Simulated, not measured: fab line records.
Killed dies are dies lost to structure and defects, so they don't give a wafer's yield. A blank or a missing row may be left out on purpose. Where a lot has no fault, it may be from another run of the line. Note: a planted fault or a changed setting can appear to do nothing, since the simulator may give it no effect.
Matching of chambers + flow gf180mcu + GF_CONTACT_ETCH_16 on rie diel-03 has 4 sister chambers
The step etches BARC in N2/H2. 4 wafers are shown with their chamber, then 7 later ones without.

== EACH WAFER AND ITS CHAMBER ==
| wafer  | chamber | drypump motor current A (A) |
|--------|---------|-----------------------------|
| L581.5 | 2       | 6.4                         |
| L584.1 | 3       | 4.8                         |
| L591.4 | 1       | 6.0                         |
| L591.5 | 0       | 5.6                         |

== WAFERS MISSING THEIR CHAMBER ==
| wafer  | drypump motor current A (A) |
|--------|-----------------------------|
| L591.6 | 6.0                         |
| L597.1 | 5.7                         |
| L597.2 | 6.4                         |
| L597.4 | 6.0                         |
| L599.1 | 6.4                         |
| L599.4 | 5.7                         |
| L599.6 | 5.6                         |

== EACH ONE'S CHAMBER ==
| wafer  | from the rows above | in truth |
|--------|---------------------|----------|
| L591.6 | 1                   | 1        |
| L597.1 | 0                   | 0        |
| L597.2 | 2                   | 2        |
| L597.4 | 1                   | 1        |
| L599.1 | 2                   | 2        |
| L599.4 | 0                   | 0        |
| L599.6 | 0                   | 0        |
Correct placement for 7 of the 7. Can't be placed from these rows: 0. Wrongly placed: 0.
How it was worked out, from the rows above alone: a wafer's distance from a chamber is the root of the sum, over the readings, of the square of ((its reading less the chamber's mean) divided by the reading's scatter). If the next closest chamber is less than 2 further off than the closest, the wafer can't be placed; otherwise it belongs to the closest. For every chamber, the mean is computed from those of its wafers that are shown. The scatter: root of mean squared gap, hidden wafer to nearest shown wafer, with one shown wafer a chamber.
